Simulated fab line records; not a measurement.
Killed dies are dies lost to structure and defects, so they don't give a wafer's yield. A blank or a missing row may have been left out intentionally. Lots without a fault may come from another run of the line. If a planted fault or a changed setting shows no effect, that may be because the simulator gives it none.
fab line records	flow gf180mcu
[record] lots = 5	wafers = 15	last-day = 34
route steps=602 shown M2@369 V2@382
lots that met no fault: taken from a fault-free run of the same line
start-h: start of the lot's first displayed wafer, in hours after the record's first day	wait-h: how many hours have passed since the lot's step before this one	" repeats the value in the row above	L1.1+2: a row that stands for several wafers	- either no value or no given start	* or withheld: withheld	< > ~ a bound
route shown NAME@n: NAME is a module with steps in the file, n the number in the route of the first one	usual: mean/standard deviation of fault-free wafers	same: alike in all rows	chamber/n: place in a boat	sites: each site's reading	_std_site: how widely they spread, as a standard deviation	_edge_site: mean of outer sites minus mean of inner sites	radius-mm: for every site, how far away it sits from the centre of the wafer	mask NAME#n: copy n	behind: tool/chamber where the wafer was last shaped	hold: reason for holding the lot/hours on hold/outcome of the hold	device: which transistor (n, p or np) failed to switch	end of line: the same wafers' tests at the end of the route	where a step has no rows: the recipe by itself	killed: count of dies lost to structure and defects at first sort (not the wafer's yield)	map: the dies of a wafer, with x for killed, . for not killed, _ for no die there
set.NAME: the setting that was run; set.NAME@STEP: the one run at that earlier step	model.NAME: the simulator's own value behind a step, which no gauge read
lots seen at some steps along the route; tables by step, rows by wafer
services: when a tool's chamber went out of use (start-h, in hours from the record's first day, below 0 if earlier), for how many hours, and the reason
[[steps]]
[step GF_M2_DEHYDRATE_07]
[recipe] temp-c = 200	time-s = 60
[same] time-s = 60
lot.wafer	tool	chamber	start-h	wait-h
L076.1+4+6	litho-track-01	0	443.30	11.5
L080.1+3+4	litho-track-03	0	480.30	11.2
L082.3+4+6	litho-track-03	0	499.85	11.2
L085.1+2+4	litho-track-02	0	528.44	10.5
L096.1+2+5	litho-track-01	0	607.25	9.9
[step GF_M2_HMDS_08]
[recipe] prime-time-s = 60	prime-temp-c = 120
lot.wafer	tool	chamber	start-h	wait-h
L076.1+4+6	litho-track-01	0	443.45	0.1
L080.1+3+4	litho-track-03	0	480.45	0.1
L082.3+4+6	litho-track-03	0	500.00	0.1
L085.1+2+4	litho-track-02	0	528.59	0.1
L096.1+2+5	litho-track-01	0	607.40	0.1
[step GF_M2_COAT_09]
[recipe] resist = KrF	spin-rpm = withheld	resist-thk-nm = 1000
lot.wafer	tool	chamber	start-h	wait-h
L076.1+4+6	litho-track-01	0	443.60	0.1
L080.1+3+4	litho-track-03	0	480.60	0.1
L082.3+4+6	litho-track-03	0	500.15	0.1
L085.1+2+4	litho-track-02	0	528.74	0.1
L096.1+2+5	litho-track-01	0	607.55	0.1
[step GF_M2_SOFTBAKE_10]
[recipe] temp-c = 130	time-s = 60	resist = KrF
[same] time-s = 60
lot.wafer	tool	chamber	start-h	wait-h
L076.1+4+6	litho-track-01	0	443.75	0.1
L080.1+3+4	litho-track-03	0	480.75	0.1
L082.3+4+6	litho-track-03	0	500.30	0.1
L085.1+2+4	litho-track-02	0	528.89	0.1
L096.1+2+5	litho-track-01	0	607.70	0.1
[step GF_M2_EXPOSE_11]
[recipe] mask-id = Metal2	target-cd-nm = 280	na = 0.68	source-shape = conventional	sigma-outer = 0.6	dose-mj = 28
[usual] focus-offset-nm = 0.0/0.48
[same] na = 0.68
lot.wafer	tool	chamber	start-h	wait-h	mask	focus-offset-nm
L076.1	krf-scanner-02	0	-	-	Metal2#0	0.3
L076.4	"	0	"	"	Metal2#0	-0.4
L076.6	"	0	"	"	Metal2#0	0.5
L080.1	krf-scanner-02	0	-	-	Metal2#0	-1.0
L080.3	"	0	"	"	Metal2#0	-0.9
L080.4	"	0	"	"	Metal2#0	0.1
L082.3	krf-scanner-02	0	-	-	Metal2#0	0.1
L082.4	"	0	"	"	Metal2#0	0.8
L082.6	"	0	"	"	Metal2#0	0.2
L085.1	krf-scanner-02	0	-	-	Metal2#0	0.1
L085.2	"	0	"	"	Metal2#0	-0.1
L085.4	"	0	"	"	Metal2#0	0.5
L096.1	krf-scanner-02	0	-	-	Metal2#0	-0.3
L096.2	"	0	"	"	Metal2#0	0.5
L096.5	"	0	"	"	Metal2#0	0.5
[step GF_M2_PEB_12]
[recipe] peb-temp-c = 135	peb-time-s = 90	resist = KrF
lot.wafer	tool	chamber	start-h	wait-h
L076.1+4+6	litho-track-03	0	-	-
L080.1+3+4	litho-track-02	0	-	-
L082.3+4+6	litho-track-01	0	-	-
L085.1+2+4	litho-track-01	0	-	-
L096.1+2+5	litho-track-02	0	-	-
[step GF_M2_DEVELOP_13]
[recipe] develop-time-s = 60	dev-temp-c = 21
lot.wafer	tool	chamber	start-h	wait-h
L076.1+4+6	litho-track-03	0	454.85	0.2
L080.1+3+4	litho-track-02	0	492.59	0.2
L082.3+4+6	litho-track-01	0	511.90	0.1
L085.1+2+4	litho-track-01	0	540.10	0.2
L096.1+2+5	litho-track-02	0	617.49	0.2
[step GF_M2_CD_MEAS_14]
[recipe] target-cd-nm = 280
[usual] cd-nm = 279.8/1.1
lot.wafer	tool	chamber	start-h	wait-h	cd-nm
L076.1	cd-sem-02	-	455.00	0.1	281.0
L076.4	"	-	"	"	279.6
L076.6	"	-	"	"	280.5
L080.1	cd-sem-02	-	492.74	0.1	280.1
L080.3	"	-	"	"	279.5
L080.4	"	-	"	"	281.7
L082.3	cd-sem-02	-	512.15	0.2	281.4
L082.4	"	-	"	"	281.1
L082.6	"	-	"	"	281.1
L085.1	cd-sem-01	-	540.25	0.1	279.0
L085.2	"	-	"	"	279.6
L085.4	"	-	"	"	279.0
L096.1	cd-sem-01	-	617.64	0.1	279.3
L096.2	"	-	"	"	279.0
L096.5	"	-	"	"	279.0
[step GF_M2_OVL_MEAS_15]
[usual] M2_OVL = -1/5.1
lot.wafer	tool	chamber	start-h	wait-h	M2_OVL[nm]
L076.1	overlay-02	-	455.12	0.1	-4
L076.4	"	-	"	"	2
L076.6	"	-	"	"	3
L080.1	overlay-01	-	492.86	0.1	-2
L080.3	"	-	"	"	1
L080.4	"	-	"	"	2
L082.3	overlay-01	-	512.25	0.1	-8
L082.4	"	-	"	"	-13
L082.6	"	-	"	"	-4
L085.1	overlay-01	-	540.37	0.1	-7
L085.2	"	-	"	"	-3
L085.4	"	-	"	"	1
L096.1	overlay-01	-	617.76	0.1	0
L096.2	"	-	"	"	2
L096.5	"	-	"	"	-2
[step GF_M2_METAL_ETCH_16]
[recipe] chemistry = Cl2/BCl3	mask-material = KrF	target-depth-nm = 750.8	stop-on = SiO2	pressure-mtorr = 8	icp-w = 800	bias-w = 140	Cl2_flow_sccm = 80	bcl3-flow-sccm = 40	time-s = 125.1
[usual] drypump-motor-current-A = 5.7/0.49	oes-product-au = 0.990/0.0049	throttle-valve-pct = 28.230/0.0097
[same] time-s = 125.1
lot.wafer	tool	chamber	start-h	wait-h	drypump-motor-current-A	oes-product-au	rf-hours-counter-h	throttle-valve-pct
L076.1	rie-metal-03	0	455.16	0.0	6.2	0.990	12	28.225
L076.4	"	0	"	"	6.1	0.990	-	28.242
L076.6	"	1	"	"	6.2	0.994	-	28.222
L080.1	rie-metal-01	1	492.90	0.0	5.7	0.986	13	28.224
L080.3	"	0	"	"	6.3	0.987	-	28.229
L080.4	"	1	"	"	5.7	0.986	-	28.234
L082.3	rie-metal-02	1	512.31	0.1	5.7	0.993	-	28.225
L082.4	"	0	"	"	5.0	0.991	-	28.232
L082.6	"	1	"	"	5.7	0.999	-	28.217
L085.1	rie-metal-01	0	540.41	0.0	6.3	0.986	13	28.232
L085.2	"	1	"	"	5.7	0.988	0	28.242
L085.4	"	1	"	"	5.7	0.987	-	28.212
L096.1	rie-metal-02	0	617.80	0.0	5.0	0.991	9	28.217
L096.2	"	1	"	"	5.7	1.003	0	28.228
L096.5	"	0	"	"	5.0	0.990	-	28.232
[step GF_M2_STRIP_17]
[recipe] chemistry = O2/N2	power-w = 1400	pressure-mtorr = 1500	platen-temp-c = 250	o2-flow-sccm = 3000	n2-flow-sccm = 300	overash-fraction = 0.5
[usual] drypump-motor-current-A = 6.05/0.29	heater-power-w = 355/27	oes-product-au = 0.536/0.0046	platen-temp-c = 249.98/0.18	strip-time-to-endpoint-s = 7.37/0.035
lot.wafer	tool	chamber	start-h	wait-h	drypump-motor-current-A	heater-power-w	oes-product-au	platen-temp-c	rf-hours-counter-h	strip-time-to-endpoint-s
L076.1	plasma-asher-01	1	455.29	0.1	5.80	346	0.540	249.93	35	7.39
L076.4	"	0	"	"	6.61	315	0.534	249.97	-	7.43
L076.6	"	0	"	"	6.65	316	0.537	250.11	-	7.35
L080.1	plasma-asher-02	0	493.03	0.1	5.91	346	0.535	249.94	68	7.36
L080.3	"	1	"	"	6.09	365	0.531	250.07	-	7.37
L080.4	"	0	"	"	5.93	339	0.535	249.87	-	7.38
L082.3	plasma-asher-01	1	512.43	0.1	5.78	358	0.533	249.76	-	7.32
L082.4	"	0	"	"	6.63	313	0.529	249.74	-	7.35
L082.6	"	0	"	"	6.64	309	0.525	249.76	-	7.28
L085.1	plasma-asher-04	0	540.54	0.1	5.85	348	0.528	249.90	91	7.32
L085.2	"	1	"	"	5.95	394	0.531	249.76	91	7.38
L085.4	"	0	"	"	5.87	337	0.532	250.18	-	7.36
L096.1	plasma-asher-01	0	617.93	0.1	6.60	310	0.537	250.07	49	7.35
L096.2	"	1	"	"	5.75	360	0.537	249.99	49	7.34
L096.5	"	0	"	"	6.62	319	0.541	249.92	-	7.36
[step GF_M2_STRIP_18]
[recipe] chemistry = post-etch-residue-remover	time-s = 1200	temp-c = 72.5
[usual] bath-heat-duty-pct = 14.1/1.2
[same] time-s = 1200
lot.wafer	tool	chamber	start-h	wait-h	bath-heat-duty-pct
L076.1	wet-bench-04	1	455.39	0.1	14.1
L076.4	"	1	"	"	13.5
L076.6	"	1	"	"	12.7
L080.1	wet-bench-01	0	493.13	0.1	13.6
L080.3	"	0	"	"	12.6
L080.4	"	0	"	"	13.1
L082.3	wet-bench-01	1	512.50	0.0	14.0
L082.4	"	1	"	"	14.6
L082.6	"	1	"	"	15.3
L085.1	wet-bench-03	3	540.63	0.1	14.4
L085.2	"	3	"	"	14.5
L085.4	"	3	"	"	13.0
L096.1	wet-bench-03	1	618.03	0.1	15.0
L096.2	"	1	"	"	15.9
L096.5	"	1	"	"	16.4
[step GF_M2_CLEAN_19]
[recipe] chemistry = DIW	dry = n2-spin
lot.wafer	tool	chamber	start-h	wait-h
L076.1+4+6	wet-bench-03	1	455.76	0.0
L080.1+3+4	wet-bench-03	1	493.50	0.0
L082.3+4+6	wet-bench-03	3	512.87	0.0
L085.1+2+4	wet-bench-04	0	540.98	0.0
L096.1+2+5	wet-bench-01	2	618.37	0.0
[step GF_V2_CVD_00]
[recipe] material = SiO2	target-thk-nm = 600	sigma-open-frac = 0.3	temp-c = 400	time-s = 100	sih4-flow-sccm = 60	pressure-mtorr = 6
[same] time-s = 100
lot.wafer	tool	chamber	start-h	wait-h
L076.1+4+6	hdpcvd-02	0,1,0	455.85	0.0
L080.1+3+4	hdpcvd-02	0,2,2	493.59	0.0
L082.3+4+6	hdpcvd-02	1,0,2	513.07	0.0
L085.1+2+4	hdpcvd-02	1,2,1	541.07	0.0
L096.1+2+5	hdpcvd-01	2,1,1	618.47	0.0
[step GF_V2_THK_MEAS_01]
[recipe] reads = SiO2_of_V2_CVD_00
[usual] V2_CVD_00_THK = 600/5.1
lot.wafer	tool	chamber	start-h	wait-h	V2_CVD_00_THK[nm]
L076.1	film-metro-04	-	455.92	0.0	588
L076.4	"	-	"	"	601
L076.6	"	-	"	"	599
L080.1	film-metro-04	-	493.67	0.0	598
L080.3	"	-	"	"	603
L080.4	"	-	"	"	604
L082.3	film-metro-04	-	513.16	0.1	603
L082.4	"	-	"	"	603
L082.6	"	-	"	"	600
L085.1	film-metro-02	-	541.14	0.0	596
L085.2	"	-	"	"	606
L085.4	"	-	"	"	595
L096.1	film-metro-01	-	618.54	0.0	602
L096.2	"	-	"	"	605
L096.5	"	-	"	"	604
[step GF_V2_CVD_02]
[recipe] material = SiO2	target-thk-nm = 850	precursor = TEOS	temp-c = 400	time-s = 94.851	rf-w = 600
[usual] heater-power-w = 702/94
[same] time-s = 94.851
lot.wafer	tool	chamber	start-h	wait-h	heater-power-w
L076.1	pecvd-03	0	455.98	0.1	754
L076.4	"	1	"	"	712
L076.6	"	2	"	"	780
L080.1	pecvd-01	0	493.73	0.1	612
L080.3	"	2	"	"	694
L080.4	"	1	"	"	689
L082.3	pecvd-03	1	513.20	0.0	687
L082.4	"	1	"	"	740
L082.6	"	0	"	"	905
L085.1	pecvd-03	2	541.20	0.1	643
L085.2	"	1	"	"	746
L085.4	"	2	"	"	716
L096.1	pecvd-04	0	618.60	0.1	739
L096.2	"	1	"	"	713
L096.5	"	0	"	"	770
[step GF_V2_THK_MEAS_03]
[recipe] reads = SiO2_of_V2_CVD_02
[usual] V2_CVD_02_THK = 852/10
lot.wafer	tool	chamber	start-h	wait-h	V2_CVD_02_THK[nm]
L076.1	film-metro-02	-	456.05	0.0	833
L076.4	"	-	"	"	857
L076.6	"	-	"	"	853
L080.1	film-metro-01	-	493.80	0.0	854
L080.3	"	-	"	"	837
L080.4	"	-	"	"	872
L082.3	film-metro-02	-	513.29	0.1	846
L082.4	"	-	"	"	867
L082.6	"	-	"	"	871
L085.1	film-metro-01	-	541.27	0.0	841
L085.2	"	-	"	"	842
L085.4	"	-	"	"	841
L096.1	film-metro-01	-	618.67	0.0	844
L096.2	"	-	"	"	847
L096.5	"	-	"	"	867
[step GF_V2_CMP_04]
[recipe] material = SiO2	down-force-psi = 4	platen-rpm = 60	pad-velocity-m-s = 0.94248
[usual] motor-current-A = 12.2/1.8	platen-rpm = 60.00/0.045	slurry-filter-dp-kPa = 13.51/0.13	time-to-endpoint-s = 81/4.8
lot.wafer	tool	chamber	start-h	wait-h	motor-current-A	platen-rpm	slurry-filter-dp-kPa	time-to-endpoint-s
L076.4	cmp-02	1	456.19	0.1	17.4	59.97	13.52	82
L076.1	"	0	"	"	10.3	60.05	13.38	71
L076.6	"	2	"	"	11.5	59.91	13.50	79
L080.1	cmp-02	3	493.86	0.1	14.4	60.02	13.39	84
L080.3	"	1	"	"	16.6	60.05	13.42	76
L080.4	"	2	"	"	11.7	59.98	13.66	89
L082.3	cmp-02	2	513.43	0.1	12.1	60.01	13.25	75
L082.4	"	3	"	"	14.0	60.08	13.50	84
L082.6	"	0	"	"	10.4	60.04	13.52	84
L085.1	cmp-02	0	541.33	0.1	10.0	60.00	13.40	74
L085.4	"	1	"	"	15.5	59.99	13.52	78
L085.2	"	2	"	"	12.1	59.97	13.45	78
L096.1	cmp-01	1	618.73	0.1	11.6	60.05	13.50	78
L096.2	"	0	"	"	10.6	60.05	13.59	82
L096.5	"	1	"	"	11.8	59.99	13.34	88
[step GF_V2_BOW_MEAS_05]
[recipe] mode = bow
[usual] V2_BOW = 100/8.7
lot.wafer	tool	chamber	start-h	wait-h	V2_BOW[um]
L076.1	film-metro-02	-	456.49	0.1	79
L076.4	"	-	"	"	98
L076.6	"	-	"	"	96
L080.1	film-metro-01	-	494.16	0.2	106
L080.3	"	-	"	"	92
L080.4	"	-	"	"	88
L082.3	film-metro-01	-	513.67	0.2	100
L082.4	"	-	"	"	81
L082.6	"	-	"	"	106
L085.1	film-metro-04	-	541.63	0.2	95
L085.2	"	-	"	"	103
L085.4	"	-	"	"	98
L096.1	film-metro-04	-	619.03	0.2	104
L096.2	"	-	"	"	98
L096.5	"	-	"	"	95
[step GF_V2_DEHYDRATE_06]
[recipe] temp-c = 200	time-s = 60
[same] time-s = 60
lot.wafer	tool	chamber	start-h	wait-h
L076.1+4+6	litho-track-02	0	468.60	12.1
L080.1+3+4	litho-track-03	0	505.30	11.1
L082.3+4+6	litho-track-03	0	524.60	10.9
L085.1+2+4	litho-track-03	0	552.20	10.6
L096.1+2+5	litho-track-03	0	628.45	9.4
[step GF_V2_HMDS_07]
[recipe] prime-time-s = 60	prime-temp-c = 120
lot.wafer	tool	chamber	start-h	wait-h
L076.1+4+6	litho-track-02	0	468.75	0.1
L080.1+3+4	litho-track-03	0	505.45	0.1
L082.3+4+6	litho-track-03	0	524.75	0.1
L085.1+2+4	litho-track-03	0	552.35	0.1
L096.1+2+5	litho-track-03	0	628.60	0.1
[step GF_V2_COAT_08]
[recipe] resist = BARC	temp-c = withheld	time-s = withheld	spin-rpm = withheld	resist-thk-nm = withheld
lot.wafer	tool	chamber	start-h	wait-h
L076.1+4+6	litho-track-02	0	468.90	0.1
L080.1+3+4	litho-track-03	0	505.60	0.1
L082.3+4+6	litho-track-03	0	524.90	0.1
L085.1+2+4	litho-track-03	0	552.50	0.1
L096.1+2+5	litho-track-03	0	628.75	0.1
[step GF_V2_COAT_09]
[recipe] resist = KrF	spin-rpm = withheld	resist-thk-nm = 1000
lot.wafer	tool	chamber	start-h	wait-h
L076.1+4+6	litho-track-02	0	-	-
L080.1+3+4	litho-track-03	0	-	-
L082.3+4+6	litho-track-03	0	-	-
L085.1+2+4	litho-track-03	0	-	-
L096.1+2+5	litho-track-03	0	-	-
[step GF_V2_SOFTBAKE_10]
[recipe] temp-c = 130	time-s = 60	resist = KrF
[same] time-s = 60
lot.wafer	tool	chamber	start-h	wait-h
L076.1+4+6	litho-track-02	0	-	-
L080.1+3+4	litho-track-03	0	-	-
L082.3+4+6	litho-track-03	0	-	-
L085.1+2+4	litho-track-03	0	-	-
L096.1+2+5	litho-track-03	0	-	-
[step GF_V2_EXPOSE_11]
[recipe] mask-id = Via2	target-cd-nm = 260	na = 0.68	source-shape = conventional	sigma-outer = 0.6	dose-mj = 38
[usual] focus-offset-nm = 0.0/0.57
[same] na = 0.68
lot.wafer	tool	chamber	start-h	wait-h	mask	focus-offset-nm
L076.1	krf-scanner-02	0	-	-	Via2#0	-0.1
L076.4	"	0	"	"	Via2#0	0.4
L076.6	"	0	"	"	Via2#0	0.4
L080.1	krf-scanner-02	0	-	-	Via2#0	-0.4
L080.3	"	0	"	"	Via2#0	0.1
L080.4	"	0	"	"	Via2#0	-0.2
L082.3	krf-scanner-01	0	-	-	Via2#0	-0.8
L082.4	"	0	"	"	Via2#0	0.0
L082.6	"	0	"	"	Via2#0	0.0
L085.1	krf-scanner-01	0	-	-	Via2#0	-0.1
L085.2	"	0	"	"	Via2#0	-0.1
L085.4	"	0	"	"	Via2#0	-1.0
L096.1	krf-scanner-01	0	-	-	Via2#0	-0.2
L096.2	"	0	"	"	Via2#0	0.6
L096.5	"	0	"	"	Via2#0	0.4
[step GF_V2_PEB_12]
[recipe] peb-temp-c = 135	peb-time-s = 90	resist = KrF
lot.wafer	tool	chamber	start-h	wait-h
L076.1+4+6	litho-track-02	0	-	-
L080.1+3+4	litho-track-03	0	-	-
L082.3+4+6	litho-track-04	0	-	-
L085.1+2+4	litho-track-04	0	-	-
L096.1+2+5	litho-track-04	0	-	-
[step GF_V2_DEVELOP_13]
[recipe] develop-time-s = 60	resist = KrF	dev-temp-c = 21
lot.wafer	tool	chamber	start-h	wait-h
L076.1+4+6	litho-track-02	0	480.85	0.2
L080.1+3+4	litho-track-03	0	517.65	0.2
L082.3+4+6	litho-track-04	0	536.63	0.1
L085.1+2+4	litho-track-04	0	563.83	0.2
L096.1+2+5	litho-track-04	0	638.93	0.2
[step GF_V2_CD_MEAS_14]
[recipe] target-cd-nm = 260
[usual] cd-nm = 259.8/1.1
lot.wafer	tool	chamber	start-h	wait-h	cd-nm
L076.1	cd-sem-02	-	481.00	0.1	260.1
L076.4	"	-	"	"	259.6
L076.6	"	-	"	"	261.5
L080.1	cd-sem-02	-	517.80	0.1	260.6
L080.3	"	-	"	"	262.0
L080.4	"	-	"	"	261.1
L082.3	cd-sem-02	-	536.77	0.1	258.2
L082.4	"	-	"	"	259.3
L082.6	"	-	"	"	258.9
L085.1	cd-sem-01	-	563.98	0.1	261.0
L085.2	"	-	"	"	261.0
L085.4	"	-	"	"	261.3
L096.1	cd-sem-02	-	639.08	0.1	258.8
L096.2	"	-	"	"	258.2
L096.5	"	-	"	"	258.7
[step GF_V2_OVL_MEAS_15]
[usual] V2_OVL = 2/5.4
lot.wafer	tool	chamber	start-h	wait-h	V2_OVL[nm]
L076.1	overlay-02	-	481.12	0.1	12
L076.4	"	-	"	"	17
L076.6	"	-	"	"	7
L080.1	overlay-02	-	517.92	0.1	16
L080.3	"	-	"	"	14
L080.4	"	-	"	"	11
L082.3	overlay-01	-	536.87	0.1	-4
L082.4	"	-	"	"	5
L082.6	"	-	"	"	9
L085.1	overlay-01	-	564.10	0.1	4
L085.2	"	-	"	"	1
L085.4	"	-	"	"	-1
L096.1	overlay-02	-	639.20	0.1	0
L096.2	"	-	"	"	0
L096.5	"	-	"	"	-7
[step GF_V2_ETCH_16]
[recipe] chemistry = N2/H2	target-depth-a = withheld	overetch-a = withheld	time-s = withheld	target = BARC	ion-energy-ev = 200	source-w = 500	bias-w = 100	pressure-mtorr = 30	n2-flow-sccm = 100	h2-flow-sccm = 200
[usual] drypump-motor-current-A = 5.6/0.34	oes-product-au = 0.854/0.005	throttle-valve-pct = 13.225/0.0085
lot.wafer	tool	chamber	start-h	wait-h	drypump-motor-current-A	oes-product-au	throttle-valve-pct
L076.1	rie-diel-01	2	481.15	0.0	5.3	0.861	13.237
L076.4	"	0	"	"	6.4	0.854	13.228
L076.6	"	0	"	"	6.4	0.857	13.234
L080.1	rie-diel-01	3	517.96	0.0	5.3	0.851	13.225
L080.3	"	1	"	"	5.7	0.852	13.213
L080.4	"	2	"	"	5.3	0.857	13.221
L082.3	rie-diel-02	2	536.89	0.0	5.9	0.864	13.230
L082.4	"	1	"	"	5.8	0.848	13.220
L082.6	"	2	"	"	5.9	0.860	13.222
L085.1	rie-diel-01	0	564.14	0.0	6.4	0.856	13.223
L085.2	"	2	"	"	5.3	0.850	13.228
L085.4	"	2	"	"	5.3	0.849	13.227
L096.1	rie-diel-03	1	639.24	0.0	5.2	0.855	13.232
L096.2	"	2	"	"	5.4	0.849	13.224
L096.5	"	1	"	"	5.2	0.857	13.242
[step GF_V2_ETCH_17]
[recipe] chemistry = C4F8/O2/Ar	mask-material = KrF	target = SiO2	stop-on = TiN	source-w = 1500	bias-w = 1200	pressure-mtorr = 40	c4f8-flow-sccm = withheld	O2_flow_sccm = 6	Ar_flow_sccm = 300	time-s = withheld	target-depth-a = 6300
[usual] oes-product-au = 0.856/0.0044
lot.wafer	tool	chamber	start-h	wait-h	oes-product-au
L076.1	rie-diel-01	2	-	-	0.862
L076.4	"	0	"	"	0.855
L076.6	"	0	"	"	0.854
L080.1	rie-diel-01	3	-	-	0.860
L080.3	"	1	"	"	0.851
L080.4	"	2	"	"	0.858
L082.3	rie-diel-02	2	-	-	0.854
L082.4	"	1	"	"	0.863
L082.6	"	2	"	"	0.853
L085.1	rie-diel-01	0	-	-	0.855
L085.2	"	2	"	"	0.858
L085.4	"	2	"	"	0.854
L096.1	rie-diel-03	1	-	-	0.859
L096.2	"	2	"	"	0.852
L096.5	"	1	"	"	0.848
[step GF_V2_STRIP_18]
[recipe] chemistry = O2/N2	power-w = 1400	pressure-mtorr = 1500	platen-temp-c = 250	o2-flow-sccm = 3000	n2-flow-sccm = 300	overash-fraction = 0.5
[usual] drypump-motor-current-A = 5.83/0.27	heater-power-w = 353/37	oes-product-au = 0.591/0.0046	platen-temp-c = 250.01/0.17
lot.wafer	tool	chamber	start-h	wait-h	drypump-motor-current-A	heater-power-w	oes-product-au	platen-temp-c	rf-hours-counter-h
L076.1	plasma-asher-03	1	481.28	-	5.19	288	0.585	250.21	6
L076.4	"	1	"	"	5.25	294	0.595	250.36	-
L076.6	"	1	"	"	5.21	295	0.588	250.10	-
L080.1	plasma-asher-03	1	518.09	-	5.21	291	0.584	250.24	10
L080.3	"	1	"	"	5.24	290	0.583	250.02	-
L080.4	"	0	"	"	5.95	350	0.588	250.26	-
L082.3	plasma-asher-04	1	537.05	-	5.96	409	0.588	250.17	-
L082.4	"	0	"	"	5.88	351	0.587	249.53	-
L082.6	"	1	"	"	5.97	397	0.595	249.81	-
L085.1	plasma-asher-03	1	564.27	-	5.26	287	0.596	249.97	16
L085.2	"	0	"	"	5.97	352	0.596	250.00	16
L085.4	"	0	"	"	5.96	346	0.590	250.23	-
L096.1	plasma-asher-03	0	639.37	-	5.98	362	0.585	249.98	24
L096.2	"	1	"	"	5.21	291	0.590	250.11	24
L096.5	"	0	"	"	5.99	346	0.597	250.01	-
[step GF_V2_STRIP_19]
[recipe] chemistry = post-etch-residue-remover	time-s = 1200	temp-c = 72.5
[usual] bath-heat-duty-pct = 15.3/1.7
[same] time-s = 1200
lot.wafer	tool	chamber	start-h	wait-h	bath-heat-duty-pct
L076.1	wet-bench-01	1	481.42	0.1	14.2
L076.4	"	1	"	"	14.4
L076.6	"	1	"	"	14.3
L080.1	wet-bench-01	2	518.19	0.1	12.6
L080.3	"	2	"	"	13.8
L080.4	"	2	"	"	13.2
L082.3	wet-bench-02	2	537.12	0.0	18.6
L082.4	"	2	"	"	18.4
L082.6	"	2	"	"	18.2
L085.1	wet-bench-02	0	564.37	0.1	16.8
L085.2	"	0	"	"	16.3
L085.4	"	0	"	"	16.1
L096.1	wet-bench-04	0	639.47	0.1	15.7
L096.2	"	0	"	"	14.6
L096.5	"	0	"	"	16.3
[step GF_V2_CLEAN_20]
[recipe] chemistry = DIW	dry = n2-spin
lot.wafer	tool	chamber	start-h	wait-h
L076.1+4+6	wet-bench-02	2	481.76	0.0
L080.1+3+4	wet-bench-02	0	518.56	0.0
L082.3+4+6	wet-bench-01	0	537.46	0.0
L085.1+2+4	wet-bench-04	3	564.71	0.0
L096.1+2+5	wet-bench-01	3	639.81	0.0
[step GF_V2_SPUTTER_21]
[recipe] material = Ti	target-thk-nm = 15	chamber-pressure-pa = 5	power-w = 2500	substrate-temp-c = 200	time-s = 80.02
[usual] throttle-valve-pct = 30.1/1
[same] time-s = 80.02
lot.wafer	tool	chamber	start-h	wait-h	throttle-valve-pct
L076.1	pvd-sputter-04	-	481.85	0.0	30.8
L076.4	"	-	"	"	30.6
L076.6	"	-	"	"	30.8
L080.1	pvd-sputter-02	-	518.66	0.0	29.5
L080.3	"	-	"	"	27.8
L080.4	"	-	"	"	31.8
L082.3	pvd-sputter-04	-	537.55	0.0	30.8
L082.4	"	-	"	"	30.7
L082.6	"	-	"	"	30.7
L085.1	pvd-sputter-02	-	564.80	0.0	29.3
L085.2	"	-	"	"	32.0
L085.4	"	-	"	"	29.3
L096.1	pvd-sputter-01	-	639.90	0.0	30.2
L096.2	"	-	"	"	29.3
L096.5	"	-	"	"	29.3
[step GF_V2_SPUTTER_22]
[recipe] material = TiN	target-thk-nm = 10	chamber-pressure-pa = 5	power-w = 4000	time-s = 40
[usual] throttle-valve-pct = 30.1/1
[same] time-s = 40
lot.wafer	tool	chamber	start-h	wait-h	throttle-valve-pct
L076.1	pvd-sputter-04	-	481.91	0.0	31.1
L076.4	"	-	"	"	30.4
L076.6	"	-	"	"	30.6
L080.1	pvd-sputter-02	-	518.72	0.0	29.6
L080.3	"	-	"	"	27.7
L080.4	"	-	"	"	32.0
L082.3	pvd-sputter-04	-	537.61	0.0	30.7
L082.4	"	-	"	"	30.9
L082.6	"	-	"	"	30.7
L085.1	pvd-sputter-02	-	564.86	0.0	29.1
L085.2	"	-	"	"	32.1
L085.4	"	-	"	"	29.3
L096.1	pvd-sputter-01	-	639.97	0.0	30.2
L096.2	"	-	"	"	29.3
L096.5	"	-	"	"	29.3
[[services]]
tool	chamber	start-h	hours	kind
plasma-asher-03	-	421.25	9.0	pm
krf-scanner-02	-	427.98	0.4	repair
krf-scanner-02	-	439.95	1.3	pm
cmp-02	-	440.12	1.6	repair
cmp-02	-	440.87	3.3	repair
rie-diel-01	1	445.18	10.3	repair
pvd-sputter-02	-	448.27	5.3	repair
rie-diel-01	-	466.15	4.3	pm
cmp-02	-	474.17	0.8	repair
plasma-asher-03	-	480.41	0.7	repair
cmp-02	-	482.20	2.2	repair
pvd-sputter-02	-	495.62	2.7	repair
pvd-sputter-04	-	497.01	1.5	repair
cmp-02	-	530.52	3.7	repair
krf-scanner-02	-	539.49	1.0	pm
krf-scanner-02	-	554.19	2.7	repair
krf-scanner-02	-	562.21	4.4	pm
krf-scanner-02	-	569.75	0.8	pm
cmp-02	-	570.22	1.9	repair
plasma-asher-03	-	575.02	0.7	repair
wet-bench-04	-	592.37	2.5	repair
cmp-02	-	602.64	16.3	pm
krf-scanner-02	-	615.85	1.3	pm
pvd-sputter-02	-	626.83	23.9	repair
[[key]]
fault none
